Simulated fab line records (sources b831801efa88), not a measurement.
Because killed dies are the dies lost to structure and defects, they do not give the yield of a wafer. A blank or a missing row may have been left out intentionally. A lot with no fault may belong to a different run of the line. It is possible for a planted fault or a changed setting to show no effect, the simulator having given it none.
Comparing a struck lot with a sound one :: flow gf180mcu :: 23 out of 602 route steps
Sound: the wafers L343.1, L343.4, L343.6. Wafers struck: L359.1, L359.2, L359.4. The cause comes at the end.
At each step with rows: each side's tool, then ch and its chambers, then its first start. Under that, the readings that differ: sound wafers :: struck wafers :: difference of the means :: sigmas: that difference in standard deviations of wafers without a fault.
alike: words and numbers the same on both sides, and readings whose means are apart by under 2 such deviations; not compared: readings that were withheld, readings missing a value for some wafer, numbers with overlapping values and no deviation given by the record, and bounds like >300 which may hide the same value.
Wherever a step has rows on one side only, a row that says differs or no value, or a row with sigmas, the two part there. When numbers do not overlap yet have no deviation, they are printed without sigmas and do not part them. Lack of a reading on every wafer of one side parts them only where that side has two or more wafers.

GF_PSD_OVL_MEAS_08:
  struck on overlay-01, day 20 18:30; sound on overlay-02, day 14 23:55
reading: PSD_OVL (nm)
sound: 3.0 2.3 0.0
struck: -2.8 -3.1 -1.0
difference: -4.1
sigmas: -2
next, for these wafers, 1 step has no rows: GF_PSD_IMPLANT_09.
GF_PSD_STRIP_10: strips in O2/N2.
  sound on plasma-asher-02 ch 0, day 15 00:06; struck on plasma-asher-02 ch 0,1, day 20 18:41
  alike: drypump-motor-current-A, heater-power-w, oes-product-au, strip-time-to-endpoint-s
  not compared: rf-hours-counter-h
GF_PSD_TW_MEAS_11:
  struck on film-metro-03, day 20 18:47; sound on film-metro-03, day 15 00:12
  alike: PSD_TW
then, 1 step without rows for these wafers: GF_PSD_CLEAN_12 (cleans in SC1/SC2, time 150 s).
GF_PSD_RTA_13: time 20 s.
  sound on rtp-anneal-01 ch 0, day 15 00:22; struck on rtp-anneal-01 ch 0, day 20 18:54
  alike: lamp-power-pct, wafer_temp_C_max
GF_PSD_RS_MEAS_14: measures by four-point-probe.
  struck on film-metro-04, day 20 18:59; sound on film-metro-01, day 15 00:26
reading: NSD_RS (ohm/sq)
sound: 46.11 46.25 46.25
struck: 45.95 46.03 46.10
difference: -0.18
sigmas: -2
GF_PSD_RS_MEAS_15: measures by four-point-probe.
  struck on film-metro-04, day 20 19:06; sound on film-metro-01, day 15 00:34
  alike: PSD_RS
GF_SAB_CVD_00: deposits SiO2 from TEOS, target thk 50 nm, time 4.9302 s.
  sound on pecvd-01 ch 0,1,2, day 15 00:41; struck on pecvd-02 ch 0,1,2, day 20 19:13
  alike: heater-power-w
GF_SAB_THK_MEAS_01:
  struck on film-metro-02, day 20 19:14; sound on film-metro-04, day 15 00:42
  alike: SAB_CVD_00_THK
then, 2 steps without rows for these wafers: GF_SAB_DEHYDRATE_02 (time 60 s); GF_SAB_HMDS_03 (prime time 60 s).
GF_SAB_COAT_04: resist thk 1000 nm.
  sound on litho-track-02 ch 0, day 15 11:10; struck on litho-track-02 ch 0, day 21 06:49
reading: model.NOVOLAK_of_SAB_COAT_04.thk-nm (nm)
sound: 999.4 1001 998.6
struck: 1042 1046 1044
difference: +44
sigmas: 
  alike: exhaust-pa
then, 4 steps without rows for these wafers: GF_SAB_SOFTBAKE_05 (time 60 s); GF_SAB_EXPOSE_06 (exposes mask SAB, target cd 420 nm); GF_SAB_PEB_07; GF_SAB_DEVELOP_08 (develop time 60 s).
GF_SAB_CD_MEAS_09: the cd target is 420 nm.
  struck on cd-sem-02, day 21 18:28; sound on cd-sem-01, day 15 22:13
  alike: cd-nm
GF_SAB_OVL_MEAS_10:
  struck on overlay-01, day 21 18:35; sound on overlay-01, day 15 22:20
  alike: SAB_OVL
GF_SAB_ETCH_11: etches SiO2 in C4F8/O2/Ar, target depth 55 nm, time 8.5 s.
  sound on rie-diel-04 ch 0,1, day 15 22:22; struck on rie-diel-02 ch 1,2, day 21 18:37
reading: model.NOVOLAK_of_SAB_COAT_04.thk-nm (nm)
sound: 988 989.3 987.2
struck: 1031 1035 1032
difference: +45
sigmas: 

reading: model.SAB.cd-nm (nm)
sound: 420.3 419.5 420.9
struck: 423.5 423.5 425.4
difference: +3.9
sigmas: 
  alike: oes-product-au
  not compared: rf-hours-counter-h
then, 1 step without rows for these wafers: GF_SAB_WET_ETCH_12 (etches SiO2 in dHF, target depth 22 nm, time 440 s).
GF_SAB_STRIP_13: strips in O2/N2.
  sound on plasma-asher-03 ch 0,1, day 15 22:32; struck on plasma-asher-03 ch 0,1, day 21 18:47
reading: strip-time-to-endpoint-s (s)
sound: 12.600 12.621 12.589
struck: 13.032 13.082 13.035
difference: +0.446
sigmas: +15
  alike: drypump-motor-current-A, heater-power-w, oes-product-au
  not compared: rf-hours-counter-h
then, 1 step without rows for these wafers: GF_SALICIDE_CLEAN_00 (cleans in SC1/SC2, time 150 s).

## WHERE THEY PART
At GF_PSD_OVL_MEAS_08 first; at GF_SAB_STRIP_13 last (within this record only).

WHY: whatever the simulator had introduced
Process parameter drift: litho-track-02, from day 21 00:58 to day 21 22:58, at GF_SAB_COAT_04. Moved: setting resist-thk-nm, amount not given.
